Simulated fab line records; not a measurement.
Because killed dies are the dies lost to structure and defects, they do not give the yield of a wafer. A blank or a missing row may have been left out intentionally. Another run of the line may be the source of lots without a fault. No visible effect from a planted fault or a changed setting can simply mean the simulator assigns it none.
fab line records | flow sky130
[record] lots = 12 | wafers = 33 | lastDay = 50
route steps=708 shown GATE_OXIDE@200 LDD_P@266 LI_CONTACT@378 LOCAL_INTERCONNECT@387
lots that met no fault: taken from a fault-free run of the same line
startH: hours from the record's first day to the start of the lot's first wafer shown | waitH: time in hours since the lot's previous step | " identical to the entry in the row above | L1.1+2: one row covering several wafers at once | - value missing, or start not given | * or withheld: withheld | < > ~ a bound
route shown NAME@n: NAME is a module with steps in the file, n the number in the route of the first one | usual: average and standard deviation across the fault-free wafers | same: alike in all rows | chamber/n: place in a boat | sites: per-site readings | _std_site: their standard deviation | _edge_site: inner sites' mean taken away from outer sites' mean | radiusMm: for every site, how far away it sits from the centre of the wafer | mask NAME#n: copy n | behind: the tool/chamber that last shaped the wafer | hold: why the lot was held/for how many hours/how that ended | device: whichever transistor did not switch (one of n, p or np) | end of line: at the end of the route, the tests of the same wafers | a step with no rows: only its recipe | killed: dies lost to structure and defects at the first sort, not the wafer's yield | map: shows each die of a wafer: x if killed, . if not, _ if none is there
set.NAME: the setting the step ran with; set.NAME@STEP: the setting that earlier step ran with | model.NAME: the simulator's own value behind a step, which no gauge read
a sample of lots followed through the steps of the route, with each step as a table and each wafer as a row
services: a tool's chamber out of use, with start hour (startH, from the record's first day; less than 0 if before it), hours out, and reason
[[steps]]
[step SKY_GATE_OXIDE_STRIP_13]
[recipe] chemistry = O2/N2 | powerW = 1400 | pressureMtorr = 1500 | platenTempC = withheld | o2FlowSccm = 3000 | n2FlowSccm = 300 | overashFraction = 0.5
[usual] drypumpMotorCurrentA = 5.4/0.42 | oesProductAu = 0.715/0.0043 | stripTimeToEndpointS = 14.18/0.034
lot.wafer | tool           | chamber | startH | waitH | drypumpMotorCurrentA | oesProductAu | rfHoursCounterH | stripTimeToEndpointS
L841.1    | plasmaAsher-01 | 0       | 310.92 | 0.0   | 5.5                  | 0.718        | 65              | 14.20
L841.3    | "              | 0       | "      | "     | 5.5                  | 0.718        | -               | 14.21
L841.5    | "              | 1       | "      | "     | 5.9                  | 0.716        | -               | 14.15
L842.2    | plasmaAsher-01 | 1       | 316.16 | 0.0   | 5.8                  | 0.723        | 65              | 14.12
L842.3    | "              | 1       | "      | "     | 5.8                  | 0.705        | -               | 14.15
L842.5    | "              | 1       | "      | "     | 5.8                  | 0.713        | -               | 14.13
L844.3    | plasmaAsher-02 | 0       | 340.58 | 0.0   | 6.2                  | 0.719        | -               | 14.20
L844.4    | "              | 1       | "      | "     | 5.2                  | 0.717        | -               | 14.21
L844.6    | "              | 1       | "      | "     | 5.2                  | 0.721        | -               | 14.20
L846.1    | plasmaAsher-03 | 0       | 351.85 | 0.0   | 5.0                  | 0.712        | 52              | 14.13
L846.5    | "              | 1       | "      | "     | 5.1                  | 0.714        | -               | 14.18
L846.6    | "              | 0       | "      | "     | 5.0                  | 0.717        | -               | 14.15
L847.1    | plasmaAsher-02 | 1       | 358.56 | 0.0   | 5.2                  | 0.723        | 25              | 14.13
L847.3    | "              | 1       | "      | "     | 5.2                  | 0.712        | -               | 14.13
L849.1    | plasmaAsher-01 | 1       | 372.20 | 0.0   | 5.9                  | 0.714        | 69              | 14.16
L849.3    | "              | 0       | "      | "     | 5.4                  | 0.714        | -               | 14.17
L850.2    | plasmaAsher-01 | 0       | 384.05 | 0.0   | 5.5                  | 0.709        | 71              | 14.25
L850.6    | "              | 0       | "      | "     | 5.4                  | 0.716        | -               | 14.24
L856.1    | plasmaAsher-02 | 1       | 442.76 | 0.0   | 5.2                  | 0.713        | 34              | 14.22
L856.2    | "              | 0       | "      | "     | 6.2                  | 0.720        | 34              | 14.16
L856.4    | "              | 1       | "      | "     | 5.2                  | 0.717        | -               | 14.14
L858.1    | plasmaAsher-03 | 0       | 460.01 | 0.0   | 5.0                  | 0.711        | 63              | 14.20
L858.2    | "              | 1       | "      | "     | 5.1                  | 0.713        | 63              | 14.18
L858.3    | "              | 1       | "      | "     | 5.1                  | 0.712        | -               | 14.17
L859.2    | plasmaAsher-03 | 0       | 474.12 | 0.0   | 5.0                  | 0.717        | 64              | 14.18
L859.3    | "              | 1       | "      | "     | 5.1                  | 0.720        | -               | 14.19
L859.4    | "              | 0       | "      | "     | 5.0                  | 0.713        | -               | 14.18
L860.1    | plasmaAsher-01 | 1       | 474.41 | 0.0   | 5.8                  | 0.714        | 4               | 14.22
L860.2    | "              | 0       | "      | "     | 5.4                  | 0.716        | 4               | 14.16
L860.5    | "              | 0       | "      | "     | 5.5                  | 0.715        | -               | 14.23
L862.3    | plasmaAsher-03 | 1       | 491.75 | 0.0   | 5.1                  | 0.710        | -               | 14.24
L862.4    | "              | 0       | "      | "     | 5.0                  | 0.711        | -               | 14.23
L862.6    | "              | 0       | "      | "     | 5.0                  | 0.711        | -               | 14.26
[step SKY_LDD_P_TW_MEAS_11]
[usual] LDD_P_TW = 631.6/2.9
lot.wafer | tool         | chamber | startH | waitH | LDD_P_TW
L841.1    | filmMetro-01 | -       | 433.43 | 0.1   | 630.5
L841.3    | "            | -       | "      | "     | 629.5
L841.5    | "            | -       | "      | "     | 629.5
L842.2    | filmMetro-02 | -       | 440.58 | 0.1   | 629.9
L842.3    | "            | -       | "      | "     | 631.0
L842.5    | "            | -       | "      | "     | 630.3
L844.3    | filmMetro-03 | -       | 476.29 | 0.1   | 635.4
L844.4    | "            | -       | "      | "     | 637.0
L844.6    | "            | -       | "      | "     | 631.8
L846.1    | filmMetro-02 | -       | 480.93 | 0.1   | 628.3
L846.5    | "            | -       | "      | "     | 626.4
L846.6    | "            | -       | "      | "     | 628.4
L847.1    | filmMetro-01 | -       | 486.97 | 0.1   | 632.2
L847.3    | "            | -       | "      | "     | 631.2
L849.1    | filmMetro-03 | -       | 502.68 | 0.1   | 630.6
L849.3    | "            | -       | "      | "     | 631.9
L850.2    | filmMetro-01 | -       | 515.03 | 0.1   | 631.3
L850.6    | "            | -       | "      | "     | 630.9
L856.1    | filmMetro-02 | -       | 572.02 | 0.1   | 631.2
L856.2    | "            | -       | "      | "     | 629.4
L856.4    | "            | -       | "      | "     | 629.4
L858.1    | filmMetro-03 | -       | 588.22 | 0.1   | 634.7
L858.2    | "            | -       | "      | "     | 631.8
L858.3    | "            | -       | "      | "     | 636.9
L859.2    | filmMetro-02 | -       | 601.04 | 0.1   | 631.7
L859.3    | "            | -       | "      | "     | 630.1
L859.4    | "            | -       | "      | "     | 631.0
L860.1    | filmMetro-03 | -       | 603.72 | 0.1   | 630.6
L860.2    | "            | -       | "      | "     | 634.6
L860.5    | "            | -       | "      | "     | 634.7
L862.3    | filmMetro-03 | -       | 619.23 | 0.1   | 633.8
L862.4    | "            | -       | "      | "     | 634.1
L862.6    | "            | -       | "      | "     | 633.4
[step SKY_LI_CONTACT_STRIP_16]
[recipe] chemistry = O2/N2 | powerW = 1400 | pressureMtorr = 1500 | platenTempC = withheld | o2FlowSccm = 3000 | n2FlowSccm = 300 | overashFraction = 0.5
[usual] drypumpMotorCurrentA = 5.5/0.49 | oesProductAu = 0.375/0.0045 | stripTimeToEndpointS = 3.49/0.031
lot.wafer | tool           | chamber | startH | waitH | drypumpMotorCurrentA | oesProductAu | rfHoursCounterH | stripTimeToEndpointS
L841.1    | plasmaAsher-03 | 0       | 676.49 | -     | 5.1                  | 0.374        | 85              | 3.53
L841.3    | "              | 0       | "      | "     | 5.1                  | 0.378        | -               | 3.51
L841.5    | "              | 0       | "      | "     | 5.0                  | 0.377        | -               | 3.47
L842.2    | plasmaAsher-01 | 0       | 683.06 | -     | 5.4                  | 0.376        | 26              | 3.51
L842.3    | "              | 1       | "      | "     | 5.8                  | 0.372        | -               | 3.48
L842.5    | "              | 0       | "      | "     | 5.4                  | 0.361        | -               | 3.46
L844.3    | plasmaAsher-02 | 1       | 714.29 | -     | 5.2                  | 0.376        | -               | 3.52
L844.4    | "              | 0       | "      | "     | 6.2                  | 0.366        | -               | 3.44
L844.6    | "              | 0       | "      | "     | 6.2                  | 0.373        | -               | 3.44
L846.1    | plasmaAsher-03 | 0       | 717.89 | -     | 5.1                  | 0.375        | 89              | 3.49
L846.5    | "              | 1       | "      | "     | 5.1                  | 0.381        | -               | 3.50
L846.6    | "              | 0       | "      | "     | 5.1                  | 0.376        | -               | 3.45
L847.1    | plasmaAsher-02 | 1       | 724.89 | -     | 5.2                  | 0.379        | 60              | 3.50
L847.3    | "              | 0       | "      | "     | 6.3                  | 0.376        | -               | 3.55
L849.1    | plasmaAsher-02 | 0       | 738.01 | -     | 6.3                  | 0.377        | 62              | 3.52
L849.3    | "              | 0       | "      | "     | 6.2                  | 0.378        | -               | 3.50
L850.2    | plasmaAsher-03 | 1       | 750.76 | -     | 5.1                  | 0.381        | 92              | 3.50
L850.6    | "              | 0       | "      | "     | 5.0                  | 0.370        | -               | 3.45
L856.1    | plasmaAsher-01 | 0       | 798.41 | -     | 5.4                  | 0.378        | 38              | 3.52
L856.2    | "              | 1       | "      | "     | 5.9                  | 0.371        | 38              | 3.48
L856.4    | "              | 1       | "      | "     | 5.8                  | 0.383        | -               | 3.52
L858.1    | plasmaAsher-02 | 0       | 812.55 | -     | 6.3                  | 0.375        | 68              | 3.46
L858.2    | "              | 1       | "      | "     | 5.2                  | 0.373        | 68              | 3.53
L858.3    | "              | 1       | "      | "     | 5.2                  | 0.373        | -               | 3.50
L859.2    | plasmaAsher-01 | 0       | 827.20 | -     | 5.5                  | 0.380        | 42              | 3.59
L859.3    | "              | 1       | "      | "     | 5.9                  | 0.376        | -               | 3.49
L859.4    | "              | 0       | "      | "     | 5.5                  | 0.374        | -               | 3.53
L860.1    | plasmaAsher-03 | 1       | 832.10 | -     | 5.1                  | 0.378        | 101             | 3.50
L860.2    | "              | 0       | "      | "     | 5.0                  | 0.381        | 101             | 3.53
L860.5    | "              | 0       | "      | "     | 5.0                  | 0.376        | -               | 3.50
L862.3    | plasmaAsher-03 | 0       | 842.59 | -     | 5.0                  | 0.374        | -               | 3.50
L862.4    | "              | 1       | "      | "     | 5.1                  | 0.375        | -               | 3.56
L862.6    | "              | 0       | "      | "     | 5.0                  | 0.368        | -               | 3.51
[step SKY_LOCAL_INTERCONNECT_SPUTTER_00]
[recipe] material = TiN | targetThkNm = 100 | tempC = 300 | powerW = 6500 | timeS = 83.3 | chamberPressurePa = 0.4
[usual] throttleValvePct = 29.9/1
lot.wafer | tool          | chamber | startH | waitH | throttleValvePct
L841.1    | pvdSputter-03 | -       | 677.53 | 0.2   | 29.9
L841.3    | "             | -       | "      | "     | 30.8
L841.5    | "             | -       | "      | "     | 30.6
L842.2    | pvdSputter-04 | -       | 684.09 | 0.2   | 28.5
L842.3    | "             | -       | "      | "     | 32.3
L842.5    | "             | -       | "      | "     | 28.5
L844.3    | pvdSputter-03 | -       | 715.31 | 0.2   | 29.3
L844.4    | "             | -       | "      | "     | 29.0
L844.6    | "             | -       | "      | "     | 30.1
L846.1    | pvdSputter-03 | -       | 718.95 | 0.2   | 28.8
L846.5    | "             | -       | "      | "     | 29.9
L846.6    | "             | -       | "      | "     | 28.7
L847.1    | pvdSputter-03 | -       | 725.95 | 0.2   | 30.1
L847.3    | "             | -       | "      | "     | 28.9
L849.1    | pvdSputter-03 | -       | 739.04 | 0.1   | 29.4
L849.3    | "             | -       | "      | "     | 30.6
L850.2    | pvdSputter-03 | -       | 751.79 | 0.1   | 30.0
L850.6    | "             | -       | "      | "     | 30.2
L856.1    | pvdSputter-04 | -       | 799.48 | 0.1   | 30.6
L856.2    | "             | -       | "      | "     | 32.3
L856.4    | "             | -       | "      | "     | 28.6
L858.1    | pvdSputter-03 | -       | 813.59 | 0.2   | 30.2
L858.2    | "             | -       | "      | "     | 29.1
L858.3    | "             | -       | "      | "     | 30.9
L859.2    | pvdSputter-03 | -       | 828.25 | 0.2   | 30.6
L859.3    | "             | -       | "      | "     | 30.0
L859.4    | "             | -       | "      | "     | 29.0
L860.1    | pvdSputter-03 | -       | 833.13 | 0.1   | 29.0
L860.2    | "             | -       | "      | "     | 30.8
L860.5    | "             | -       | "      | "     | 30.2
L862.3    | pvdSputter-02 | -       | 843.86 | 0.2   | 28.2
L862.4    | "             | -       | "      | "     | 30.0
L862.6    | "             | -       | "      | "     | 29.9
[step SKY_LOCAL_INTERCONNECT_RS_MEAS_01]
[recipe] thkMeasGauge = four-point-probe | reads = TiN_of_LOCAL_INTERCONNECT_SPUTTER_00
[usual] LOCAL_INTERCONNECT_TIN_RS = 14.21/0.13
lot.wafer | tool         | chamber | startH | waitH | LOCAL_INTERCONNECT_TIN_RS[ohm/sq]
L841.1    | filmMetro-04 | -       | 677.59 | 0.0   | 14.32
L841.3    | "            | -       | "      | "     | 14.32
L841.5    | "            | -       | "      | "     | 14.30
L842.2    | filmMetro-03 | -       | 684.18 | 0.1   | 14.18
L842.3    | "            | -       | "      | "     | 14.19
L842.5    | "            | -       | "      | "     | 14.18
L844.3    | filmMetro-03 | -       | 715.41 | 0.1   | 14.27
L844.4    | "            | -       | "      | "     | 14.36
L844.6    | "            | -       | "      | "     | 14.20
L846.1    | filmMetro-02 | -       | 719.01 | 0.0   | 14.32
L846.5    | "            | -       | "      | "     | 14.36
L846.6    | "            | -       | "      | "     | 14.21
L847.1    | filmMetro-04 | -       | 726.01 | 0.0   | 14.23
L847.3    | "            | -       | "      | "     | 13.66
L849.1    | filmMetro-03 | -       | 739.11 | 0.0   | 14.18
L849.3    | "            | -       | "      | "     | 13.75
L850.2    | filmMetro-03 | -       | 751.88 | 0.1   | 14.37
L850.6    | "            | -       | "      | "     | 13.80
L856.1    | filmMetro-03 | -       | 799.54 | 0.0   | 14.06
L856.2    | "            | -       | "      | "     | 14.19
L856.4    | "            | -       | "      | "     | 14.05
L858.1    | filmMetro-02 | -       | 813.65 | 0.0   | 14.06
L858.2    | "            | -       | "      | "     | 14.34
L858.3    | "            | -       | "      | "     | 14.16
L859.2    | filmMetro-04 | -       | 828.33 | 0.1   | 14.28
L859.3    | "            | -       | "      | "     | 14.16
L859.4    | "            | -       | "      | "     | 14.39
L860.1    | filmMetro-03 | -       | 833.20 | 0.0   | 14.25
L860.2    | "            | -       | "      | "     | 14.11
L860.5    | "            | -       | "      | "     | 14.20
L862.3    | filmMetro-04 | -       | 843.97 | 0.1   | 14.28
L862.4    | "            | -       | "      | "     | 14.19
L862.6    | "            | -       | "      | "     | 14.19
[step SKY_LOCAL_INTERCONNECT_THK_MEAS_02]
[recipe] thkMeasGauge = xrf | reads = TiN_of_LOCAL_INTERCONNECT_SPUTTER_00
[usual] LOCAL_INTERCONNECT_TIN_THK = 99.7/1.1
lot.wafer | tool         | chamber | startH | waitH | LOCAL_INTERCONNECT_TIN_THK[nm]
L841.1    | filmMetro-04 | -       | 677.71 | 0.1   | 98.3
L841.3    | "            | -       | "      | "     | 98.6
L841.5    | "            | -       | "      | "     | 98.1
L842.2    | filmMetro-03 | -       | 684.29 | 0.1   | 101.0
L842.3    | "            | -       | "      | "     | 100.9
L842.5    | "            | -       | "      | "     | 101.2
L844.3    | filmMetro-03 | -       | 715.51 | 0.1   | 100.3
L844.4    | "            | -       | "      | "     | 99.5
L844.6    | "            | -       | "      | "     | 100.4
L846.1    | filmMetro-02 | -       | 719.13 | 0.1   | 98.9
L846.5    | "            | -       | "      | "     | 98.9
L846.6    | "            | -       | "      | "     | 100.1
L847.1    | filmMetro-04 | -       | 726.13 | 0.1   | 100.0
L847.3    | "            | -       | "      | "     | 103.8
L849.1    | filmMetro-03 | -       | 739.23 | 0.1   | 100.7
L849.3    | "            | -       | "      | "     | 103.5
L850.2    | filmMetro-03 | -       | 751.99 | 0.1   | 99.5
L850.6    | "            | -       | "      | "     | 104.1
L856.1    | filmMetro-03 | -       | 799.66 | 0.1   | 101.5
L856.2    | "            | -       | "      | "     | 100.9
L856.4    | "            | -       | "      | "     | 101.5
L858.1    | filmMetro-02 | -       | 813.77 | 0.1   | 100.1
L858.2    | "            | -       | "      | "     | 97.9
L858.3    | "            | -       | "      | "     | 99.4
L859.2    | filmMetro-04 | -       | 828.44 | 0.1   | 98.0
L859.3    | "            | -       | "      | "     | 98.4
L859.4    | "            | -       | "      | "     | 97.9
L860.1    | filmMetro-03 | -       | 833.32 | 0.1   | 99.9
L860.2    | "            | -       | "      | "     | 101.0
L860.5    | "            | -       | "      | "     | 100.9
L862.3    | filmMetro-04 | -       | 844.07 | 0.1   | 99.0
L862.4    | "            | -       | "      | "     | 98.9
L862.6    | "            | -       | "      | "     | 99.6
[[services]]
tool           | chamber | startH | hours | kind
pvdSputter-02  | -       | 324.05 | 1.7   | repair
pvdSputter-02  | -       | 337.21 | 4.9   | repair
plasmaAsher-01 | -       | 337.55 | 14.6  | pm
plasmaAsher-03 | -       | 378.58 | 1.8   | repair
plasmaAsher-02 | -       | 397.98 | 3.5   | repair
plasmaAsher-02 | -       | 413.53 | 0.6   | repair
plasmaAsher-01 | -       | 421.25 | 9.0   | pm
plasmaAsher-03 | -       | 438.54 | 3.6   | repair
plasmaAsher-02 | -       | 441.03 | 0.7   | repair
pvdSputter-04  | -       | 487.47 | 3.2   | repair
pvdSputter-03  | -       | 500.26 | 0.8   | repair
pvdSputter-04  | -       | 564.80 | 2.2   | repair
pvdSputter-03  | -       | 566.03 | 3.1   | repair
plasmaAsher-02 | -       | 586.14 | 12.0  | repair
plasmaAsher-03 | -       | 630.73 | 1.2   | repair
plasmaAsher-02 | -       | 645.45 | 5.3   | repair
pvdSputter-03  | -       | 693.82 | 0.8   | repair
plasmaAsher-03 | -       | 712.82 | 2.8   | pm
pvdSputter-04  | -       | 720.17 | 10.2  | repair
plasmaAsher-01 | -       | 738.13 | 1.7   | repair
plasmaAsher-02 | -       | 787.73 | 2.8   | pm
plasmaAsher-02 | -       | 798.73 | 13.0  | repair
pvdSputter-04  | -       | 803.92 | 2.6   | repair
pvdSputter-03  | -       | 825.67 | 2.4   | repair
[[key]]
[firstSign] step = SKY_LOCAL_INTERCONNECT_RS_MEAS_01 | reading = LOCAL_INTERCONNECT_TIN_RS | direction = down | sigmas = 3.7 | usual = 14.21 | struck = 13.74
[effect] step = SKY_LOCAL_INTERCONNECT_THK_MEAS_02 | reading = LOCAL_INTERCONNECT_TIN_THK | direction = up | sigmas = 3.7 | usual = 99.7 | struck = 103.8
metAt SKY_LOCAL_INTERCONNECT_SPUTTER_00
struckLots L847,L849,L850
struckWafers L847.3,L849.3,L850.6
testerLeftOut L847,L849,L850
notActingAt SKY_GATE_OXIDE_STRIP_13,SKY_LDD_P_TW_MEAS_11,SKY_LI_CONTACT_STRIP_16
onsetBetween 718.95 725.95
[fault] kind = processParameterDrift | tool = pvdSputter-03 | chamber = - | onsetH = 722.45 | steps = SKY_LOCAL_INTERCONNECT_SPUTTER_00 | channel = timeS | offset = * | shape = step | endH = 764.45 | scope = struckWafersOnly | actsIn = * | stated = *
// testerLeftOut: of these lots the tester's yield and bins aren't shown, on N5 and GAA mostly nor the transistor test; their killed dies are dies lost to structure and defects alone, not to doping, threshold or leakage, so they don't give the yield
